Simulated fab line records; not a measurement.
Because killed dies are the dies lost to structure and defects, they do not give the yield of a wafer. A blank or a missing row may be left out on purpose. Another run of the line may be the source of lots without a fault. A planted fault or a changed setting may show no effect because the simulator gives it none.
fab line records	flow sky130
[record] lots = 7	wafers = 21	last_day = 50
route steps=708 shown VIA1@460
lots untouched by any fault: they come from a run of this same line in which no faults occurred
start_h: start of the lot's first displayed wafer, in hours after the record's first day	wait_h: hours elapsed since this lot's preceding step	" identical to the entry in the row above	L1.1+2: one row covering several wafers at once	- no value, or no start was given	* or withheld: withheld	< > ~ a bound
route shown NAME@n: a module of which the file shows steps, and the number in the route of the first	usual: average and standard deviation across the fault-free wafers	same: alike in all rows	chamber/n: place in a boat	sites: readings site by site	_std_site: the values' standard deviation	_edge_site: the outer-site mean with the inner-site mean subtracted	radius_mm: how far each site lies from the wafer's centre	mask NAME#n: copy n	behind: tool/chamber where the wafer was last shaped	hold: why the lot was held/for how many hours/how that ended	device: the transistor (n, p or np) that didn't switch	end of line: the tests these same wafers got at the end of their route	step lacking rows: just its recipe	killed: not the wafer's yield, but the dies lost to structure and defects at the first sort	map: per-die view of a wafer (x killed, . not killed, _ where there is no die)
set.NAME: the run value of the setting; set.NAME@STEP: its run value at that earlier step	model.NAME: the simulator's own value behind a step, which no gauge read
certain route steps with their lots: each step a table, each wafer a row
services: the hour from which a tool's chamber was out of use, counted from the record's first day as start_h (under 0 if before that day), plus the number of hours and why
[[steps]]
[step SKY_VIA1_CMP_02]
[recipe] material = SiO2	down_force_psi = 4	platen_rpm = 60	pad_velocity_m_s = 0.94248
[usual] head_pressure_psi = 3.999/0.0079	motor_current_A = 12.2/0.83	slurry_filter_dp_kPa = 13.49/0.13
lot.wafer	tool	chamber	start_h	wait_h	head_pressure_psi	motor_current_A	slurry_filter_dp_kPa
L654.3	cmp-02	3	844.34	0.0	4.001	11.4	13.57
L654.1	"	1	"	"	3.990	11.9	13.32
L654.5	"	0	"	"	3.990	12.6	13.26
L658.2	cmp-01	2	869.65	0.1	3.983	12.6	13.60
L658.3	"	0	"	"	4.008	11.9	13.46
L658.5	"	1	"	"	3.999	12.2	13.69
L661.1	cmp-01	1	896.17	0.5	4.000	12.8	13.32
L661.6	"	2	"	"	3.999	12.4	13.35
L661.5	"	3	"	"	3.993	12.8	13.47
L662.2	cmp-02	0	898.60	0.1	4.002	12.9	13.54
L662.5	"	2	"	"	3.998	10.9	13.61
L662.6	"	3	"	"	4.003	11.0	13.57
L664.3	cmp-02	2	918.28	0.1	3.988	10.1	13.45
L664.1	"	0	"	"	3.989	12.6	13.67
L664.5	"	2	"	"	3.994	10.1	13.75
L663.2	cmp-01	1	920.70	0.0	3.996	13.3	13.49
L663.1	"	2	"	"	4.005	12.9	13.17
L663.3	"	3	"	"	3.994	13.4	13.12
L667.2	cmp-02	1	932.50	0.0	4.013	11.8	13.53
L667.1	"	2	"	"	3.988	10.4	13.58
L667.6	"	2	"	"	3.998	10.5	13.22
[step SKY_VIA1_BOW_MEAS_03]
[recipe] mode = bow
[usual] VIA1_BOW = 81/7.1
lot.wafer	tool	chamber	start_h	wait_h	VIA1_BOW[um]
L654.1	film_metro-01	-	844.64	0.1	80
L654.3	"	-	"	"	71
L654.5	"	-	"	"	81
L658.2	film_metro-02	-	869.92	0.2	73
L658.3	"	-	"	"	74
L658.5	"	-	"	"	77
L661.1	film_metro-01	-	896.32	0.1	71
L661.5	"	-	"	"	83
L661.6	"	-	"	"	83
L662.2	film_metro-01	-	898.82	0.2	81
L662.5	"	-	"	"	81
L662.6	"	-	"	"	96
L664.1	film_metro-01	-	918.53	0.1	75
L664.3	"	-	"	"	83
L664.5	"	-	"	"	79
L663.1	film_metro-03	-	921.00	0.2	77
L663.2	"	-	"	"	91
L663.3	"	-	"	"	93
L667.1	film_metro-01	-	932.80	0.2	80
L667.2	"	-	"	"	79
L667.6	"	-	"	"	81
[step SKY_VIA1_DEHYDRATE_04]
[recipe] temp_c = 200	time_s = 60
[step SKY_VIA1_HMDS_05]
[recipe] prime_time_s = 60	prime_temp_c = 120
[step SKY_VIA1_COAT_06]
[recipe] resist = BARC	temp_c = withheld	time_s = withheld	spin_rpm = 3000	resist_thk_nm = 60
[step SKY_VIA1_COAT_07]
[recipe] resist = KrF-thick	spin_rpm = 3000	resist_thk_nm = 450
[step SKY_VIA1_SOFTBAKE_08]
[recipe] temp_c = 100	time_s = 90	resist = KrF-thick
[step SKY_VIA1_EXPOSE_09]
[recipe] mask_id = VIM	na = 0.8	source_shape = annular	sigma_inner = 0.55	sigma_outer = 0.85	target_cd_nm = 150	dose_mj = 38
[step SKY_VIA1_PEB_10]
[recipe] peb_temp_c = withheld	peb_time_s = withheld	resist = KrF-thick
[step SKY_VIA1_DEVELOP_11]
[recipe] develop_time_s = 60	resist = KrF-thick	dev_temp_c = 21
[step SKY_VIA1_CD_MEAS_12]
[recipe] target_cd_nm = 150
[usual] cd_nm = 150.5/1.5
lot.wafer	tool	chamber	start_h	wait_h	cd_nm
L654.1	cd_sem-01	-	871.14	-	150.6
L654.3	"	-	"	"	150.7
L654.5	"	-	"	"	150.1
L658.2	cd_sem-02	-	895.66	-	149.8
L658.3	"	-	"	"	150.8
L658.5	"	-	"	"	151.1
L661.1	cd_sem-01	-	921.59	-	150.1
L661.5	"	-	"	"	148.9
L661.6	"	-	"	"	149.6
L662.2	cd_sem-02	-	923.51	-	152.7
L662.5	"	-	"	"	153.6
L662.6	"	-	"	"	152.8
L664.1	cd_sem-01	-	942.89	-	150.5
L664.3	"	-	"	"	152.1
L664.5	"	-	"	"	152.5
L663.1	cd_sem-02	-	945.84	-	149.1
L663.2	"	-	"	"	149.3
L663.3	"	-	"	"	150.1
L667.1	cd_sem-01	-	957.44	-	148.8
L667.2	"	-	"	"	150.1
L667.6	"	-	"	"	150.5
[step SKY_VIA1_OVL_MEAS_13]
[usual] VIA1_OVL = 5/5.8
lot.wafer	tool	chamber	start_h	wait_h	VIA1_OVL[nm]
L654.1	overlay-02	-	871.26	0.1	8
L654.3	"	-	"	"	16
L654.5	"	-	"	"	13
L658.2	overlay-01	-	895.77	0.1	16
L658.3	"	-	"	"	15
L658.5	"	-	"	"	15
L661.1	overlay-01	-	921.71	0.1	0
L661.5	"	-	"	"	-2
L661.6	"	-	"	"	2
L662.2	overlay-02	-	923.62	0.1	5
L662.5	"	-	"	"	6
L662.6	"	-	"	"	2
L664.1	overlay-02	-	943.01	0.1	-3
L664.3	"	-	"	"	-4
L664.5	"	-	"	"	-4
L663.1	overlay-02	-	945.96	0.1	-2
L663.2	"	-	"	"	1
L663.3	"	-	"	"	8
L667.1	overlay-01	-	957.56	0.1	5
L667.2	"	-	"	"	12
L667.6	"	-	"	"	9
[step SKY_VIA1_ETCH_14]
[recipe] chemistry = N2/H2	target = BARC	ion_energy_ev = 200	source_w = 500	bias_w = 100	pressure_mtorr = 30	n2_flow_sccm = 100	h2_flow_sccm = 200	stop_on = SiO2	time_s = 45.9	target_depth_a = 600
[usual] bias_w = 100.0/0.31	chamber_pressure_mTorr = 30.001/0.027	drypump_motor_current_A = 5.7/0.44	oes_product_au = 0.854/0.0044	rf_fwd_power_W = 494.7/2.4	throttle_valve_pct = 13.225/0.009
lot.wafer	tool	chamber	start_h	wait_h	bias_w	chamber_pressure_mTorr	drypump_motor_current_A	oes_product_au	rf_fwd_power_W	rf_hours_counter_h	throttle_valve_pct	model.KrF-thick_of_VIA1_COAT_07.thk_nm
L654.1	rie_diel-02	0	871.30	0.0	100.2	29.992	5.2	0.859	495.8	5	13.231	393.8
L654.3	"	3	"	"	100.0	30.017	5.8	0.855	495.9	8	13.226	394.5
L654.5	"	0	"	"	100.0	30.034	5.2	0.848	492.8	-	13.225	393.6
L658.2	rie_diel-02	3	895.80	0.0	99.8	30.011	5.8	0.853	493.9	9	13.246	392.2
L658.3	"	2	"	"	99.3	29.999	5.5	0.855	491.5	17	13.228	392
L658.5	"	1	"	"	99.8	30.045	6.0	0.855	491.3	-	13.225	390.7
L661.1	rie_diel-03	2	921.75	0.0	-	-	-	-	-	-	-	435.6
L661.5	"	0	"	"	-	-	-	-	-	-	-	434.8
L661.6	"	1	"	"	-	-	-	-	-	-	-	434
L662.2	rie_diel-04	1	923.65	0.0	-	-	-	-	-	-	-	436.1
L662.5	"	3	"	"	-	-	-	-	-	-	-	435.7
L662.6	"	2	"	"	-	-	-	-	-	-	-	436.4
L664.1	rie_diel-03	2	943.05	0.0	-	-	-	-	-	-	-	435.3
L664.3	"	0	"	"	-	-	-	-	-	-	-	435.2
L664.5	"	1	"	"	-	-	-	-	-	-	-	434.8
L663.1	rie_diel-04	1	946.00	0.0	99.7	29.992	5.6	0.851	493.1	15	13.232	390.9
L663.2	"	0	"	"	99.9	30.043	5.7	0.851	496.6	4	13.233	390.7
L663.3	"	3	"	"	100.2	29.985	5.1	0.850	495.7	22	13.229	392
L667.1	rie_diel-04	3	957.60	0.0	100.1	30.003	5.1	0.854	496.2	22	13.230	390
L667.2	"	2	"	"	100.1	29.990	5.2	0.855	495.5	15	13.224	390.1
L667.6	"	3	"	"	100.0	29.969	5.1	0.865	496.5	-	13.223	391.5
[step SKY_VIA1_ETCH_15]
[recipe] target = SiO2	chemistry = C4F8/O2/Ar	target_depth_nm = 351	stop_on = TiN	mask_material = KrF-thick	source_w = 1500	bias_w = 1200	pressure_mtorr = 40	c4f8_flow_sccm = withheld	O2_flow_sccm = 6	Ar_flow_sccm = 300	time_s = 54
[usual] bias_w = 1200/3.4	chamber_pressure_mTorr = 39.99/0.034	oes_product_au = 0.979/0.0066	rf_fwd_power_W = 1485/5.9
lot.wafer	tool	chamber	start_h	wait_h	bias_w	chamber_pressure_mTorr	oes_product_au	rf_fwd_power_W	rf_hours_counter_h	model.KrF-thick_of_VIA1_COAT_07.thk_nm
L654.1	rie_diel-02	0	871.34	0.0	1195	40.03	0.984	1487	5	324.7
L654.3	"	3	"	"	1203	40.00	0.969	1487	8	327
L654.5	"	0	"	"	1198	39.97	0.976	1482	-	324.3
L658.2	rie_diel-02	3	895.84	0.0	1201	39.99	0.965	1486	9	324.1
L658.3	"	2	"	"	1199	40.01	0.967	1485	17	325
L658.5	"	1	"	"	1206	39.97	0.983	1482	-	320.1
L661.1	rie_diel-03	2	921.79	0.0	1203	39.92	0.368	1492	13	366.7
L661.5	"	0	"	"	1198	39.95	0.375	1479	-	364.7
L661.6	"	1	"	"	1192	39.97	0.379	1491	-	365.4
L662.2	rie_diel-04	1	923.69	0.0	1200	40.00	0.384	1482	14	365.2
L662.5	"	3	"	"	1197	40.01	0.377	1485	-	366.2
L662.6	"	2	"	"	1204	40.03	0.379	1491	-	366.3
L664.1	rie_diel-03	2	943.09	0.0	1200	40.00	0.371	1492	14	365.2
L664.3	"	0	"	"	1199	39.91	0.378	1493	6	364.7
L664.5	"	1	"	"	1205	40.02	0.381	1483	-	365.6
L663.1	rie_diel-04	1	946.04	0.0	1189	39.98	0.977	1484	15	320.9
L663.2	"	0	"	"	1199	40.01	0.981	1488	4	320.5
L663.3	"	3	"	"	1202	39.95	0.983	1494	22	323.1
L667.1	rie_diel-04	3	957.64	0.0	1201	39.99	0.972	1488	22	321.4
L667.2	"	2	"	"	1202	40.04	0.989	1492	15	321.4
L667.6	"	3	"	"	1199	40.00	0.977	1488	-	322.5
[step SKY_VIA1_STRIP_16]
[recipe] chemistry = O2/N2	power_w = 1400	pressure_mtorr = 1500	platen_temp_c = withheld	o2_flow_sccm = 3000	n2_flow_sccm = 300	overash_fraction = 0.5
[usual] drypump_motor_current_A = 5.8/0.35	oes_product_au = 0.415/0.0039	strip_time_to_endpoint_s = 4.462/0.02
lot.wafer	tool	chamber	start_h	wait_h	drypump_motor_current_A	oes_product_au	rf_hours_counter_h	strip_time_to_endpoint_s
L654.1	plasma_asher-03	0	871.39	0.0	5.5	0.418	43	4.473
L654.3	"	1	"	"	6.1	0.421	-	4.499
L654.5	"	1	"	"	6.0	0.409	-	4.483
L658.2	plasma_asher-03	1	895.89	0.0	6.0	0.416	45	4.464
L658.3	"	1	"	"	6.0	0.408	-	4.479
L658.5	"	0	"	"	5.6	0.414	-	4.431
L661.1	plasma_asher-03	0	921.84	0.0	5.6	0.431	48	4.909
L661.5	"	0	"	"	5.6	0.429	-	4.900
L661.6	"	1	"	"	6.0	0.435	-	4.902
L662.2	plasma_asher-03	1	923.74	0.0	6.1	0.436	48	4.912
L662.5	"	0	"	"	5.5	0.430	-	4.914
L662.6	"	1	"	"	6.1	0.437	-	4.898
L664.1	plasma_asher-04	0	943.14	0.0	6.3	0.431	21	4.900
L664.3	"	0	"	"	6.3	0.431	-	4.897
L664.5	"	0	"	"	6.3	0.432	-	4.897
L663.1	plasma_asher-03	1	946.09	0.0	6.1	0.422	50	4.440
L663.2	"	0	"	"	5.5	0.412	50	4.436
L663.3	"	0	"	"	5.6	0.416	-	4.449
L667.1	plasma_asher-03	0	957.69	0.0	5.5	0.414	52	4.472
L667.2	"	1	"	"	6.1	0.418	52	4.455
L667.6	"	1	"	"	6.1	0.421	-	4.455
[step SKY_VIA1_STRIP_17]
[recipe] chemistry = post_etch_residue_remover	time_s = 1200	temp_c = 72.5
[[services]]
tool	chamber	start_h	hours	kind
plasma_asher-03	-	828.12	33.1	repair
rie_diel-04	3	830.35	4.9	repair
cmp-01	-	834.45	0.3	repair
cmp-01	-	844.01	0.3	repair
rie_diel-03	0	852.65	8.7	repair
cmp-02	-	853.19	1.0	repair
cmp-02	-	864.23	18.3	repair
cmp-02	-	865.24	13.8	repair
cmp-01	-	882.46	1.7	repair
cmp-01	-	883.39	2.1	repair
rie_diel-03	0	886.30	2.8	repair
cmp-02	-	889.91	6.4	repair
plasma_asher-04	-	893.72	2.8	pm
cmp-01	-	896.32	4.9	pm
rie_diel-04	-	899.83	0.1	repair
rie_diel-03	-	907.49	4.7	repair
cmp-02	-	912.25	4.0	pm
cmp-02	-	916.25	-	consumable_replace:conditioner
cmp-02	-	916.25	-	consumable_replace:pad
cmp-02	-	941.84	9.8	pm
rie_diel-03	0	952.73	5.5	repair
cmp-02	-	954.89	5.3	pm
cmp-02	-	955.93	1.0	repair
[[key]]
[first_sign] step = SKY_VIA1_ETCH_14	reading = tool_record	direction = missing
[effect] step = SKY_VIA1_ETCH_15	reading = oes_product_au	direction = down	sigmas = 92	usual = 0.979	struck = 0.377
[effect] step = SKY_VIA1_STRIP_16	reading = strip_time_to_endpoint_s	direction = up	sigmas = 22	usual = *	struck = *
[model_effect] step = SKY_VIA1_ETCH_14	value = KrF-thick_of_VIA1_COAT_07.thk_nm	without = 392.4	struck = 435.3
[model_effect] step = SKY_VIA1_ETCH_15	value = KrF-thick_of_VIA1_COAT_07.thk_nm	without = 322.7	struck = 365.6
met_at SKY_VIA1_ETCH_14
struck_wafers L661.1,L661.5,L661.6,L662.2,L662.5,L662.6,L664.1,L664.3,L664.5
later_rows_left_out L661.1,L661.5,L661.6,L662.2,L662.5,L662.6,L664.1,L664.3,L664.5
sort_left_out L661.1,L661.5,L661.6,L662.2,L662.5,L662.6,L664.1,L664.3,L664.5
[fault] kind = skipped_step_whole	tool = rie_diel-03,rie_diel-04	chamber = -	onset_h = 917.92	steps = SKY_VIA1_ETCH_14	scope = struck_lots_only
// sort_left_out: the simulated sort isn't trusted on such a fault, so these wafers' sort isn't shown, and their yield isn't known
// later_rows_left_out: the simulator's readings of these wafers behind a module that went badly wrong aren't trusted and aren't shown, but for the sort
